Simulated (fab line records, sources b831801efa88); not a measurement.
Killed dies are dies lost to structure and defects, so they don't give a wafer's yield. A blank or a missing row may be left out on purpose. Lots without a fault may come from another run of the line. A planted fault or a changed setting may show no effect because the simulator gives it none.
Chamber matching | flow sky130 | SKY_PAD_OPEN_ETCH_07 on rie_diel-03: 4 sister chambers
The step etches the open film in CF4/O2, stops on AlCu, target depth 725 nm, time 161.1 s. 14 wafers are shown with their chamber, then 7 later ones without.

WAFERS WITH THEIR CHAMBER
wafer  | chamber | drypump_motor_current_A (A) | rf_fwd_power_W (W) | oes_product_au (a.u.)
L845.1 | 2       | 6.2                         | 797.4              | 0.977
L845.3 | 0       | 6.4                         | 795.5              | 0.970
L845.6 | 3       | 6.4                         | 793.7              | 0.976
L848.1 | 1       | 5.1                         | 799.7              | 0.977
L848.2 | 2       | 6.2                         | 794.3              | 0.971
L848.4 | 0       | 6.4                         | 797.3              | 0.985
L847.1 | 1       | 5.0                         | 797.8              | 0.979
L847.2 | 2       | 6.2                         | 797.5              | 0.971
L847.4 | 0       | 6.4                         | 798.1              | 0.976
L851.1 | 3       | 6.4                         | 798.8              | 0.975
L851.5 | 3       | 6.4                         | 794.1              | 0.984
L851.6 | 0       | 6.4                         | 796.2              | 0.983
L853.1 | 3       | 6.4                         | 795.3              | 0.973
L853.4 | 1       | 5.1                         | 798.1              | 0.985

SIGNATURES (means of the wafers above)
reading                 | chamber 0 | chamber 1 | chamber 2 | chamber 3 | scatter within a chamber
drypump_motor_current_A | 6.400     | 5.067     | 6.200     | 6.400     | 0.0258
rf_fwd_power_W          | 796.775   | 798.533   | 796.400   | 795.475   | 1.7
oes_product_au          | 0.97850   | 0.98033   | 0.97300   | 0.97700   | 0.00519
Rule: a wafer's distance from a chamber is the root of the sum, over the readings, of the square of ((its reading less the chamber's mean) divided by the reading's scatter). The wafer belongs to the nearest chamber; if the next one is less than 2 further off, it can't be placed. The scatter: the root of (the sum of the squares of (reading less its chamber's mean) over the shown wafers, divided by (wafers less chambers)).

WAFERS WITHOUT THEIR CHAMBER
wafer  | drypump_motor_current_A (A) | rf_fwd_power_W (W) | oes_product_au (a.u.)
L853.5 | 6.4                         | 795.0              | 0.974
L858.2 | 6.3                         | 798.3              | 0.972
L858.3 | 6.4                         | 797.4              | 0.985
L858.4 | 5.1                         | 801.4              | 0.988
L861.3 | 6.2                         | 801.8              | 0.974
L861.4 | 6.4                         | 799.6              | 0.987
L861.6 | 6.4                         | 800.5              | 0.985

WHICH CHAMBER EACH WENT THROUGH
wafer  | from the rows above          | in truth
L853.5 | can't be placed: 3 or 0      | 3
L858.2 | can't be placed: 2 or 0 or 3 | 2
L858.3 | can't be placed: 0 or 3      | 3
L858.4 | 1                            | 1
L861.3 | 2                            | 2
L861.4 | can't be placed: 0 or 3      | 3
L861.6 | can't be placed: 0 or 3      | 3
Placed correctly: 2 of 7. Can't be placed from these rows: 5 (the true chamber is among the candidates in 5). Placed wrongly: 0.
